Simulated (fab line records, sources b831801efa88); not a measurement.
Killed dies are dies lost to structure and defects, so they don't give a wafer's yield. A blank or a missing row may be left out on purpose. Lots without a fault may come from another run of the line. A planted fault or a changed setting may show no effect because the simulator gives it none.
Split-lot experiment | flow sfq_line | 5 lots, 27 wafers read, on a route of 325 steps

THE SPLIT
At SFQ_TRILAYER_I0_VIA_BARC_OPEN_VIA_ETCH_046 (etches BARC in O2, target depth 125 nm, time 41.7 s), the setting time_s was moved away from the recipe's 41.7 s on 6 of the 27 wafers read, by +17.0% to +33.0%. The other wafers ran this setting at the recipe's value.

The reading is taken at the split's own step.

THE READING
oes_product_au, in a.u., at SFQ_TRILAYER_I0_VIA_BARC_OPEN_VIA_ETCH_046 (etches BARC in O2, target depth 125 nm, time 41.7 s). Fault-free wafers of this fab line usually give 0.686 a.u., standard deviation 0.0053 a.u..

wafer  | tool, chamber at the split | time_s as run, s | against the recipe | oes_product_au, a.u. | against lot-mates on the recipe
L075.1 | rie_diel-02, 2             | 55.45            | +33.0%             | 0.659                | -0.025
L075.2 | rie_diel-02, 3             | 41.7             | recipe             | 0.681                | -
L075.3 | rie_diel-02, 0             | 41.7             | recipe             | 0.684                | -
L075.4 | rie_diel-02, 1             | 55.45            | +33.0%             | 0.652                | -0.032
L075.5 | rie_diel-02, 2             | 41.7             | recipe             | 0.688                | -
L075.6 | rie_diel-02, 3             | 55.45            | +33.0%             | 0.658                | -0.026
L078.1 | rie_diel-04, 2             | 41.7             | recipe             | 0.692                | -
L078.2 | rie_diel-04, 3             | 41.7             | recipe             | 0.691                | -
L078.3 | rie_diel-04, 1             | 41.7             | recipe             | 0.690                | -
L078.4 | rie_diel-04, 0             | 41.7             | recipe             | 0.695                | -
L078.5 | rie_diel-04, 3             | 41.7             | recipe             | 0.691                | -
L078.6 | rie_diel-04, 0             | 41.7             | recipe             | 0.691                | -
L079.1 | rie_diel-01, 2             | 48.79            | +17.0%             | 0.657                | -0.031
L079.2 | rie_diel-01, 0             | 41.7             | recipe             | 0.686                | -
L079.3 | rie_diel-01, 3             | 48.79            | +17.0%             | 0.670                | -0.018
L079.4 | rie_diel-01, 1             | 41.7             | recipe             | 0.687                | -
L079.5 | rie_diel-01, 0             | 48.79            | +17.0%             | 0.668                | -0.020
L079.6 | rie_diel-01, 3             | 41.7             | recipe             | 0.690                | -
L080.1 | rie_diel-04, 3             | 41.7             | recipe             | 0.691                | -
L080.3 | rie_diel-04, 1             | 41.7             | recipe             | 0.690                | -
L080.6 | rie_diel-04, 0             | 41.7             | recipe             | 0.690                | -
L082.1 | rie_diel-02, 2             | 41.7             | recipe             | 0.682                | -
L082.2 | rie_diel-02, 0             | 41.7             | recipe             | 0.683                | -
L082.3 | rie_diel-02, 3             | 41.7             | recipe             | 0.689                | -
L082.4 | rie_diel-02, 1             | 41.7             | recipe             | 0.683                | -
L082.5 | rie_diel-02, 1             | 41.7             | recipe             | 0.684                | -
L082.6 | rie_diel-02, 2             | 41.7             | recipe             | 0.686                | -

THE FIT
A straight line over all 27 wafers: oes_product_au changes by -0.00102 a.u. for each +1% of time_s; r = -0.93; the points scatter about the line by 0.0046 a.u..
The same after taking each lot's own level away (the mean of its wafers on the recipe; 27 wafers): -0.000935 a.u. for each +1%; r = -0.94; scatter 0.0038 a.u..
On that fit, the largest move of time_s shifts the reading by 0.031 a.u..
The lots' own levels span 0.6843 to 0.6917 a.u., that is 1.4 times the standard deviation above.
So the lot-to-lot level changes the slope little: the two slopes agree.
Check: with one of the wafers moved furthest among these (+33.0%) left out of the fit, the line predicts -0.0334 a.u. for it against its lot-mates. It came out at -0.0253 a.u. against them.
Tool readings at the split's step, against how far the setting was moved: oes_product_au r = -0.93.

OTHER SPLITS ON THESE WAFERS
These wafers also went through other splits before the reading. Each is held against what the fit with the lots' levels taken away leaves over:
other split on the same wafers                | wafers away from the commonest value | r with oes_product_au (lot level and that fit taken away)
SFQ_TRILAYER_INCOMING_OXIDATION_002 ox_time_s | 18                                   | -0.27
SFQ_TRILAYER_M0_DEP_SPUTTER_019 time_s        | 9                                    | +0.21

THE WHOLE CHAIN: every reading that the file lists as answering this split, in the file's order
step                                       | what it does                                        | reading                                                                                       | change (the file's fit)                   | r (the file's)
SFQ_TRILAYER_I0_VIA_BARC_OPEN_VIA_ETCH_046 | etches BARC in O2, target depth 125 nm, time 41.7 s | oes_product_au                                                                                | -0.00095 a.u. for each +1% of the setting | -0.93
SFQ_TRILAYER_I0_VIA_BARC_OPEN_VIA_ETCH_046 | etches BARC in O2, target depth 125 nm, time 41.7 s | KrF_of_TRILAYER_I0_VIA_LITHO_COAT_031.thk_nm (the simulator's own value, which no gauge read) | -0.491 nm for each +1% of the setting     | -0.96

THE FILE'S OWN FIT
oes_product_au changes by -0.00095 a.u. for each +1% of time_s, r = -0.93.
